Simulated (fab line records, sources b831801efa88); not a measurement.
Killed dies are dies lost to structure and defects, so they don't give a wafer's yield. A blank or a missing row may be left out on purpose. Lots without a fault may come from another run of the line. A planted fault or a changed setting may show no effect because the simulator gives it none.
Tool commonality check | flow gf180mcu | 13 lots, 39 wafers sampled

WHY IT WAS OPENED
At GF_M3_CD_MEAS_14 the reading cd_nm is flagged on 3 of 13 lots. Wafers without a fault read 280.2 nm, standard deviation 1.2.
Rule: a lot is flagged when every wafer of it that has a number lies more than 4 standard deviations from that mean, or none has a number. The other lots count as sound.

lot  | measured     | on        | cd_nm (nm), wafer by wafer | flag
L247 | day 21 13:07 | cd_sem-01 | 278.5 278.3 277.6          |
L250 | day 22 08:57 | cd_sem-01 | 280.1 281.1 280.9          |
L252 | day 23 06:39 | cd_sem-01 | 277.6 278.1 278.3          |
L253 | day 23 20:56 | cd_sem-01 | 293.3 293.0 293.9          | FLAGGED
L254 | day 24 03:14 | cd_sem-01 | 291.1 292.2 292.1          | FLAGGED
L255 | day 24 12:25 | cd_sem-01 | 281.3 280.4 280.4          |
L256 | day 24 18:53 | cd_sem-01 | 288.8 289.1 288.4          | FLAGGED
L261 | day 26 06:58 | cd_sem-01 | 281.0 281.4 280.5          |
L264 | day 27 03:58 | cd_sem-02 | 280.8 280.1 281.2          |
L265 | day 27 07:52 | cd_sem-02 | 280.5 281.3 281.1          |
L266 | day 27 23:35 | cd_sem-02 | 280.5 279.7 281.5          |
L268 | day 28 08:24 | cd_sem-02 | 279.7 279.9 279.3          |
L269 | day 28 17:39 | cd_sem-01 | 281.0 281.2 281.3          |
The numbers of the flagged lots are 291.3 nm on average: +11.1 nm against the usual, or +9 standard deviations.

WHICH TOOL RAN EACH LOT
The record holds 2 process steps before the reading, out of a route of 602 steps. In each cell: the tool, then ch and the chambers that the sampled wafers went through, then the start.
lot  | flag    | GF_V2_CVD_02                    | GF_M3_PEB_12
L247 |         | pecvd-03 ch 0,2, day 19 10:34   | litho_track-01 ch 0, day 21 12:46
L250 |         | pecvd-04 ch 0,2, day 20 08:15   | litho_track-02 ch 0, day 22 08:36
L252 |         | pecvd-03 ch 0,2, day 21 05:43   | litho_track-02 ch 0, day 23 06:18
L253 | FLAGGED | pecvd-02 ch 1,2, day 21 20:59   | litho_track-02 ch 0, day 23 20:37
L254 | FLAGGED | pecvd-03 ch 0,1,2, day 22 03:16 | litho_track-02 ch 0, day 24 02:55
L255 |         | pecvd-03 ch 0,2, day 22 13:25   | litho_track-01 ch 0, day 24 12:04
L256 | FLAGGED | pecvd-04 ch 0,1,2, day 22 20:07 | litho_track-02 ch 0, day 24 18:34
L261 |         | pecvd-02 ch 1,2, day 24 09:22   | litho_track-01 ch 0, day 26 06:37
L264 |         | pecvd-04 ch 1,2, day 25 08:03   | litho_track-01 ch 0, day 27 03:37
L265 |         | pecvd-02 ch 0,1,2, day 25 13:10 | litho_track-04 ch 0, day 27 07:31
L266 |         | pecvd-02 ch 0,1, day 26 04:53   | litho_track-04 ch 0, day 27 23:15
L268 |         | pecvd-03 ch 0,1, day 26 14:29   | litho_track-01 ch 0, day 28 08:05
L269 |         | pecvd-03 ch 1,2, day 26 22:57   | litho_track-01 ch 0, day 28 17:20
What these steps do:
- GF_V2_CVD_02: deposits SiO2 from TEOS, target thk 850 nm, time 94.851 s.
- GF_M3_PEB_12: peb time 90 s.
- GF_M3_CD_MEAS_14: target cd 280 nm.

FLAGGED OVER TOTAL, TOOL BY TOOL (the gauges that took the reading come last)
step             | tool           | lots run | flagged | share of the flagged lots | sound lots run after its first flagged lot
GF_V2_CVD_02     | pecvd-02       | 4        | 1       | some                      | 3 (L261,L265,L266)
GF_V2_CVD_02     | pecvd-03       | 6        | 1       | some                      | 3 (L255,L268,L269)
GF_V2_CVD_02     | pecvd-04       | 3        | 1       | some                      | 1 (L264)
GF_M3_PEB_12     | litho_track-01 | 6        | 0       | none                      | -
GF_M3_PEB_12     | litho_track-02 | 5        | 3       | all                       | 0
GF_M3_PEB_12     | litho_track-04 | 2        | 0       | none                      | -
GF_M3_CD_MEAS_14 | cd_sem-01      | 9        | 3       | all                       | 3 (L255,L261,L269)
GF_M3_CD_MEAS_14 | cd_sem-02      | 4        | 0       | none                      | -

WHAT THE TABLE ALLOWS
2 rows of the table ran every flagged lot: litho_track-02 at GF_M3_PEB_12, cd_sem-01 at GF_M3_CD_MEAS_14.
- litho_track-02 at GF_M3_PEB_12: 3 of its 5 lots flagged. Its last sound lot is L252 (day 23 06:18), its first flagged lot L253 (day 23 20:37): a fault that began between those two fits. Its own readings lie more than 4 standard deviations out on every wafer of the flagged lots: heater_power_total_W, plate_temp_C.
- cd_sem-01 at GF_M3_CD_MEAS_14: 3 of its 9 lots flagged. Sound lots ran on it after the first flagged one (L255, L261, L269), which a lasting fault on the whole tool wouldn't allow.
One tool is left: litho_track-02 at GF_M3_PEB_12.

WHAT THE SIMULATOR HAD PUT IN
Process parameter drift: litho_track-02, from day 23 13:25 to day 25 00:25, at GF_M3_PEB_12. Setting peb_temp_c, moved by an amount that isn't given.
Lots struck among those shown: L253, L254, L256. The rule above found the same.
